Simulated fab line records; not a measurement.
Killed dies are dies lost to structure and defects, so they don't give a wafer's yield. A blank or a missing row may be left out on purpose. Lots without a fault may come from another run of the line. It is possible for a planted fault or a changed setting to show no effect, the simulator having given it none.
2 desks looking at one fault | flow gf180mcu | what lay behind the numbers comes last; until then each desk has only its own

THE METROLOGY DESK
What the gauges read for every lot (on any tool): the sampled wafers with a number, averaged. A lot is out of limits, marked OUT, if its mean lies more than 4 standard deviations from the usual mean; the brackets give that distance.
Columns: A = STI_CVD_23_THK at GF_STI_THK_MEAS_24, usual 652 nm; B = VT_IMPLANT_TW at GF_VT_IMPLANT_TW_MEAS_10, usual 565
lot  | first seen here | A   | B
L830 | day 2 03:07     | 654 | 571
L831 | day 2 08:34     | 657 | 561
L832 | day 2 14:53     | 654 | 574
L833 | day 2 20:02     | 659 | 559
L836 | day 3 11:02     | 647 | 557
L837 | day 3 15:50     | 652 | 570
L838 | day 3 20:40     | 658 | 569
L841 | day 4 12:14     | 656 | 567
L842 | day 4 17:42     | 648 | 559
L844 | day 5 04:27     | 661 | 571
L848 | day 6 00:14     | 650 | 1240 (+99 or more) OUT
L849 | day 6 04:59     | 648 | 1261 (+99 or more) OUT
L852 | day 6 20:32     | 658 | 574
Per this desk, out of limits: L848, L849; the first was L848, day 10 06:27 (VT_IMPLANT_TW at GF_VT_IMPLANT_TW_MEAS_10). L830, L831, L832, L833, L836, L837, L838, L841, L842, L844, L852: within limits.

THE TOOL OWNER'S DESK: implanter-01
The tool's own readings at GF_VT_IMPLANT_IMPLANT_08: means of the sampled wafers that have a number, for each lot that ran on this tool. A lot is out of limits, marked OUT, if its mean lies more than 4 standard deviations from the usual mean; the brackets give that distance.
Columns: A = dose ions cm2 at GF_VT_IMPLANT_IMPLANT_08, usual 8.288e+12; B = faraday current uA at GF_VT_IMPLANT_IMPLANT_08, usual 46.8
lot  | first seen here | A                           | B
L836 | day 7 01:31     | 8.293e+12                   | 46.9
L842 | day 8 17:58     | 8.282e+12                   | 45.9
L848 | day 10 06:13    | 1.033e+14 (+99 or more) OUT | 579.2 (+99 or more) OUT
L849 | day 10 12:44    | 1.033e+14 (+99 or more) OUT | 566.5 (+99 or more) OUT
This desk's finding: out of limits on L848, L849; first on L848, day 10 06:13 (dose ions cm2 at GF_VT_IMPLANT_IMPLANT_08). L836, L842: within limits.

BROUGHT TOGETHER
The tool owner's desk could have raised an alarm at day 10 06:13, on L848, L849.
L848, L849 would have let the metrology desk raise an alarm at day 10 06:27.
Every lot named ran GF_VT_IMPLANT_IMPLANT_08 on implanter-01.

WHAT WAS PUT IN BY THE SIMULATOR
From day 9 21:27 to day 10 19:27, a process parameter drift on implanter-01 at GF_VT_IMPLANT_IMPLANT_08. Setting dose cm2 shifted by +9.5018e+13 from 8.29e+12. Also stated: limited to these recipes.
Struck lots among those shown: L848, L849.
Delay (hours) between the fault's onset and each desk's first out-of-limits reading: 9 at the tool owner's desk, 9 at the metrology desk.
